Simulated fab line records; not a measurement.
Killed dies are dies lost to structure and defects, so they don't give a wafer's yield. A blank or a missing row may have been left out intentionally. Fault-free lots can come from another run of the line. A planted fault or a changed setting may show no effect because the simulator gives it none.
The tool behind it: which one? + flow sky130 + 15 lots with 45 wafers sampled at 3 steps, on a route of 708 steps

== WHAT THE GAUGES READ, wafer by wafer ==
The record lacks any reading of a measuring or inspecting step that a usual standard deviation could be used to judge.

== EACH LOT AND THE TOOL THAT RAN IT (in order: tool; ch and the chambers of the sampled wafers; start) ==
| lot  | SKY_METAL4_ETCH_16               | SKY_METAL5_SPUTTER_03       | SKY_METAL5_DESCUM_14             |
|------|----------------------------------|-----------------------------|----------------------------------|
| L475 | rieMetal-02 ch 1, day 42 06:16   | pvdSputter-01, day 43 09:23 | rieMetal-01 ch 0,1, day 44 06:52 |
| L477 | rieMetal-02 ch 0,1, day 42 21:08 | pvdSputter-02, day 43 23:43 | rieMetal-04 ch 0,1, day 44 22:03 |
| L478 | rieMetal-02 ch 1, day 43 11:23   | pvdSputter-02, day 44 13:34 | rieMetal-01 ch 0,1, day 45 11:55 |
| L479 | rieMetal-03 ch 0,1, day 43 13:43 | pvdSputter-04, day 44 15:05 | rieMetal-04 ch 0,1, day 45 12:19 |
| L482 | rieMetal-02 ch 0,1, day 44 13:43 | pvdSputter-04, day 45 14:17 | rieMetal-01 ch 1, day 46 11:43   |
| L483 | rieMetal-01 ch 0,1, day 45 06:43 | pvdSputter-02, day 46 07:42 | rieMetal-01 ch 0,1, day 47 04:31 |
| L484 | rieMetal-02 ch 0,1, day 45 12:41 | pvdSputter-01, day 46 13:29 | rieMetal-03 ch 0,1, day 47 10:00 |
| L485 | rieMetal-03 ch 0,1, day 45 13:20 | pvdSputter-04, day 46 13:42 | rieMetal-01 ch 1, day 47 10:49   |
| L486 | rieMetal-01 ch 0,1, day 45 19:01 | pvdSputter-02, day 46 18:13 | rieMetal-03 ch 0,1, day 47 14:02 |
| L487 | rieMetal-02 ch 0,1, day 45 19:37 | pvdSputter-04, day 46 19:47 | rieMetal-03 ch 0,1, day 47 15:30 |
| L488 | rieMetal-01 ch 1, day 46 02:40   | pvdSputter-01, day 47 02:24 | rieMetal-01 ch 0,1, day 47 22:16 |
| L492 | rieMetal-02 ch 1, day 46 22:56   | pvdSputter-02, day 47 22:18 | rieMetal-04 ch 0,1, day 48 17:30 |
| L494 | rieMetal-03 ch 0,1, day 47 08:16 | pvdSputter-02, day 48 07:38 | rieMetal-03 ch 0,1, day 49 02:41 |
| L496 | rieMetal-02 ch 0,1, day 47 22:29 | pvdSputter-01, day 48 20:53 | rieMetal-03 ch 0,1, day 49 15:16 |
| L498 | rieMetal-03 ch 1, day 48 05:16   | pvdSputter-02, day 49 03:08 | rieMetal-04 ch 0,1, day 49 21:12 |
- SKY_METAL4_ETCH_16: etches BARC in N2/H2, stops on SiO2, time 88.2 s, target depth 60 nm.
- SKY_METAL5_SPUTTER_03: material Ti, target thk 5 nm, time 3.3 s.
- SKY_METAL5_DESCUM_14: chemistry O2, time 11 s.

== WHAT THE TOOLS THEMSELVES READ (means of the sampled wafers that have a number; where no wafer has one, the mark that the record gives instead) ==
SKY_METAL4_ETCH_16. Usual: drypumpMotorCurrentA 6.02 A, standard deviation 0.25; oesProductAu 0.626 a.u., standard deviation 0.0048; throttleValvePct 13.204 %, standard deviation 0.0085.
| lot  | tool        | drypumpMotorCurrentA (A) | oesProductAu (a.u.) | throttleValvePct (%) | flag |
|------|-------------|--------------------------|---------------------|----------------------|------|
| L475 | rieMetal-02 | 5.74                     | 0.626               | 13.206               |      |
| L477 | rieMetal-02 | 5.85                     | 0.625               | 13.204               |      |
| L478 | rieMetal-02 | 5.75                     | 0.627               | 13.207               |      |
| L479 | rieMetal-03 | 5.79                     | 0.619               | 13.199               |      |
| L482 | rieMetal-02 | 5.95                     | 0.627               | 13.205               |      |
| L483 | rieMetal-01 | 6.30                     | 0.623               | 13.204               |      |
| L484 | rieMetal-02 | 5.86                     | 0.622               | 13.202               |      |
| L485 | rieMetal-03 | 5.91                     | 0.627               | 13.205               |      |
| L486 | rieMetal-01 | 6.35                     | 0.625               | 13.202               |      |
| L487 | rieMetal-02 | 5.86                     | 0.624               | 13.203               |      |
| L488 | rieMetal-01 | 6.42                     | 0.629               | 13.204               |      |
| L492 | rieMetal-02 | 5.75                     | 0.626               | 13.199               |      |
| L494 | rieMetal-03 | 5.92                     | 0.625               | 13.203               |      |
| L496 | rieMetal-02 | 5.96                     | 0.627               | 13.210               |      |
| L498 | rieMetal-03 | 5.70                     | 0.624               | 13.208               |      |

SKY_METAL5_SPUTTER_03. Usual: cathodeDcPowerW 3000.0 W, standard deviation 0.52; chamberPressurePa 0.4000 Pa, standard deviation 0.0008; throttleValvePct 29.9 %, standard deviation 0.86.
| lot  | tool          | cathodeDcPowerW (W) | chamberPressurePa (Pa) | throttleValvePct (%) | flag |
|------|---------------|---------------------|------------------------|----------------------|------|
| L475 | pvdSputter-01 | 3000.0              | 0.3997                 | 29.9                 |      |
| L477 | pvdSputter-02 | 3000.0              | 0.3995                 | 30.2                 |      |
| L478 | pvdSputter-02 | 2999.9              | 0.4005                 | 29.4                 |      |
| L479 | pvdSputter-04 | 2999.7              | 0.4001                 | 29.5                 |      |
| L482 | pvdSputter-04 | 2999.5              | 0.4005                 | 30.0                 |      |
| L483 | pvdSputter-02 | 3000.3              | 0.4005                 | 30.0                 |      |
| L484 | pvdSputter-01 | 2999.7              | 0.3991                 | 30.4                 |      |
| L485 | pvdSputter-04 | -                   | -                      | -                    | OFF  |
| L486 | pvdSputter-02 | -                   | -                      | -                    | OFF  |
| L487 | pvdSputter-04 | -                   | -                      | -                    | OFF  |
| L488 | pvdSputter-01 | 2999.9              | 0.3997                 | 29.8                 |      |
| L492 | pvdSputter-02 | 2999.5              | 0.4009                 | 30.3                 |      |
| L494 | pvdSputter-02 | 3000.2              | 0.3997                 | 29.6                 |      |
| L496 | pvdSputter-01 | 2999.9              | 0.4009                 | 29.8                 |      |
| L498 | pvdSputter-02 | 2999.6              | 0.3994                 | 30.2                 |      |

SKY_METAL5_DESCUM_14. Usual: drypumpMotorCurrentA 6.1 A, standard deviation 0.33; oesProductAu 0.992 a.u., standard deviation 0.015.
| lot  | tool        | drypumpMotorCurrentA (A) | oesProductAu (a.u.) | flag |
|------|-------------|--------------------------|---------------------|------|
| L475 | rieMetal-01 | 6.2                      | 0.980               |      |
| L477 | rieMetal-04 | 6.2                      | 0.998               |      |
| L478 | rieMetal-01 | 6.4                      | 1.004               |      |
| L479 | rieMetal-04 | 6.3                      | 0.988               |      |
| L482 | rieMetal-01 | 6.4                      | 1.017               |      |
| L483 | rieMetal-01 | 6.3                      | 0.998               |      |
| L484 | rieMetal-03 | 5.9                      | 0.976               |      |
| L485 | rieMetal-01 | 6.4                      | 1.008               |      |
| L486 | rieMetal-03 | 5.9                      | 0.975               |      |
| L487 | rieMetal-03 | 5.8                      | 0.987               |      |
| L488 | rieMetal-01 | 6.2                      | 0.997               |      |
| L492 | rieMetal-04 | 6.2                      | 0.997               |      |
| L494 | rieMetal-03 | 5.8                      | 0.987               |      |
| L496 | rieMetal-03 | 5.9                      | 0.975               |      |
| L498 | rieMetal-04 | 6.3                      | 0.993               |      |

== THE ANSWER, worked out from the rows above alone ==
Rule: a lot is off if the mean of its wafers that have a number lies more than 3 standard deviations from the usual mean. Also off: a lot with no number at a reading for which 4 or more lots have one. Where the step has rows for the other lots, those lots are counted as sound. The gauges are gone through in route order, then the tools' own readings, and for those a lot's mean is taken as printed above. The first step at which some lot is off is used, and at that step the reading that is off furthest; a lot without a number counts as furthest.
Off: L485, L486, L487 (SKY_METAL5_SPUTTER_03, cathodeDcPowerW). Without a number there: L485, L486, L487.
A tool fits if, at that step or a process step before it, it ran every lot that is off, and no sound lot after the first of them. Not one of the candidates tried fits.

== WHAT THE SIMULATOR HAD INSERTED ==
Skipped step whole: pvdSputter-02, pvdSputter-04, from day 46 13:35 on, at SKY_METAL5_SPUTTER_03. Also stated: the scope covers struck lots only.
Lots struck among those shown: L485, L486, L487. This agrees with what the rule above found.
